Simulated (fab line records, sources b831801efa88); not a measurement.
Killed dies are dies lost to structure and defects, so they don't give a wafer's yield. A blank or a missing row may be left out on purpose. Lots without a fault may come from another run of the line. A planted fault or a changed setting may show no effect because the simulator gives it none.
Which tool did it? | flow gf180mcu | 15 lots, 45 wafers sampled, at 4 steps of a route of 602

WHAT THE GAUGES READ, wafer by wafer
GF_PSD_OVL_MEAS_08.
lot  | measured     | on         | PSD_OVL (nm)
L154 | day 14 00:19 | overlay-01 | 1.1 -1.4 0.5
L156 | day 14 23:15 | overlay-01 | -0.5 0.8 0.6
L158 | day 15 12:34 | overlay-01 | 1.4 1.5 1.2
L159 | day 15 17:13 | overlay-01 | -0.2 -0.6 0.0
L160 | day 16 07:46 | overlay-02 | -2.3 -1.6 -3.3
L161 | day 16 14:52 | overlay-02 | 0.6 0.6 -1.4
L168 | day 19 09:16 | overlay-01 | -1.4 1.2 0.8
L169 | day 19 15:51 | overlay-02 | -0.3 0.9 1.0
L170 | day 19 21:01 | overlay-01 | -0.8 -0.8 -0.3
L171 | day 20 10:07 | overlay-02 | 0.8 1.7 1.0
L172 | day 20 17:58 | overlay-01 | -1.4 0.0 0.1
L174 | day 21 05:49 | overlay-01 | 2.0 0.9 1.0
L175 | day 21 17:40 | overlay-02 | -1.4 -2.1 -0.1
L176 | day 22 01:28 | overlay-02 | 0.7 -1.1 -1.0
L177 | day 22 08:40 | overlay-02 | -0.2 -0.1 -1.8

GF_SALICIDE_RS_MEAS_04: measures by four-point-probe.
lot  | measured     | on            | SALICIDE_TIN_RS (ohm/sq)
L154 | day 14 22:47 | film_metro-03 | 16.1 16.5 16.7
L156 | day 15 21:53 | film_metro-03 | 16.7 16.5 16.5
L158 | day 16 10:55 | film_metro-03 | 16.0 16.3 16.6
L168 | day 20 09:55 | film_metro-03 | 16.1 16.5 16.8
L169 | day 20 16:02 | film_metro-03 | 16.5 16.6 16.6
L170 | day 20 22:34 | film_metro-01 | 15.9 16.6 16.1
L171 | day 21 11:05 | film_metro-01 | 16.5 16.5 16.2
L172 | day 21 19:23 | film_metro-03 | 15.6 15.8 15.9
L174 | day 22 06:41 | film_metro-03 | 16.4 15.6 16.2
L175 | day 22 17:50 | film_metro-01 | 16.1 16.0 15.9
L176 | day 23 02:14 | film_metro-03 | 16.4 16.5 16.7
L177 | day 23 08:56 | film_metro-01 | 16.9 16.7 16.6

WHICH TOOL RAN EACH LOT (tool, then ch and the chambers of the sampled wafers, then the start)
lot  | GF_SAB_EXPOSE_06                    | GF_SALICIDE_SPUTTER_03
L154 | iline_stepper-01 ch 0, day 14 11:43 | pvd_sputter-04, day 14 22:45
L156 | iline_stepper-02 ch 0, day 15 11:19 | pvd_sputter-04, day 15 21:52
L158 | iline_stepper-01 ch 0, day 15 23:50 | pvd_sputter-03, day 16 10:53
L159 | iline_stepper-01, day 16 04:51      | -
L160 | iline_stepper-02, day 16 19:40      | -
L161 | iline_stepper-01, day 17 02:44      | -
L168 | iline_stepper-02 ch 0, day 19 21:34 | pvd_sputter-01, day 20 09:52
L169 | iline_stepper-01 ch 0, day 20 03:34 | pvd_sputter-03, day 20 16:01
L170 | iline_stepper-01 ch 0, day 20 09:53 | pvd_sputter-01, day 20 22:30
L171 | iline_stepper-01 ch 0, day 20 22:58 | pvd_sputter-04, day 21 11:01
L172 | iline_stepper-02 ch 0, day 21 07:04 | pvd_sputter-03, day 21 19:21
L174 | iline_stepper-01 ch 0, day 21 19:04 | pvd_sputter-01, day 22 06:39
L175 | iline_stepper-01 ch 0, day 22 05:32 | pvd_sputter-01, day 22 17:48
L176 | iline_stepper-01 ch 0, day 22 14:02 | pvd_sputter-04, day 23 02:13
L177 | iline_stepper-01 ch 0, day 22 21:05 | pvd_sputter-04, day 23 08:55
- GF_SAB_EXPOSE_06: exposes mask SAB, target cd 420 nm.
- GF_SALICIDE_SPUTTER_03: material TiN, target thk 20 nm, time 16.7 s.

WHAT THE TOOLS THEMSELVES READ (means of the sampled wafers that have a number; where no wafer has one, the mark that the record gives instead)
GF_SAB_EXPOSE_06.
lot  | tool             | exposure_dose_mJ_cm2 | focus_offset_nm (nm)
L154 | iline_stepper-01 | 139.95               | -0.0
L156 | iline_stepper-02 | 140.09               | 0.1
L158 | iline_stepper-01 | 140.01               | 0.2
L159 | iline_stepper-01 | -                    | -
L160 | iline_stepper-02 | -                    | -
L161 | iline_stepper-01 | -                    | -
L168 | iline_stepper-02 | 139.96               | 0.2
L169 | iline_stepper-01 | 139.84               | -0.8
L170 | iline_stepper-01 | 139.99               | 0.5
L171 | iline_stepper-01 | 140.06               | -0.4
L172 | iline_stepper-02 | 139.98               | -0.5
L174 | iline_stepper-01 | 139.80               | -0.0
L175 | iline_stepper-01 | 140.07               | 0.2
L176 | iline_stepper-01 | 140.00               | 0.5
L177 | iline_stepper-01 | 139.94               | -0.2

GF_SALICIDE_SPUTTER_03.
lot  | tool           | throttle_valve_pct (%)
L154 | pvd_sputter-04 | 29.3
L156 | pvd_sputter-04 | 29.4
L158 | pvd_sputter-03 | 29.4
L168 | pvd_sputter-01 | 30.5
L169 | pvd_sputter-03 | 30.3
L170 | pvd_sputter-01 | 30.0
L171 | pvd_sputter-04 | 28.6
L172 | pvd_sputter-03 | 29.6
L174 | pvd_sputter-01 | 30.5
L175 | pvd_sputter-01 | 30.1
L176 | pvd_sputter-04 | 29.1
L177 | pvd_sputter-04 | 29.4

THE ANSWER, worked out from the rows above alone
Rule: what is usual is taken from the lots themselves. Put in order of their means at a reading, lots are off if they are a third of the lots or fewer, leave a main group of 4 or more, and stand apart from it by a gap of 3 or more times the standard deviation of the main group's means; of several such gaps the widest counts. A main group whose means are all the same, to the digits that the tables above print for the reading, isn't used. A lot without any number at a reading at which 4 lots or more have one is off too. The other lots that the step has rows for count as sound. The gauges are gone through in route order, then the tools' own readings, and for those a lot's mean is taken as printed above. The first step at which some lot is off is used, and at that step the reading that is off furthest; a lot without a number counts as furthest.
Off: L159, L160, L161, at GF_SAB_EXPOSE_06 (exposure_dose_mJ_cm2). Without a number there: L159, L160, L161. The main group: mean 139.97, standard deviation 0.083.
A tool fits if, at that step or a process step before it, it ran every lot that is off, and no sound lot after the first of them. None of those tried fits.

WHAT THE SIMULATOR HAD PUT IN
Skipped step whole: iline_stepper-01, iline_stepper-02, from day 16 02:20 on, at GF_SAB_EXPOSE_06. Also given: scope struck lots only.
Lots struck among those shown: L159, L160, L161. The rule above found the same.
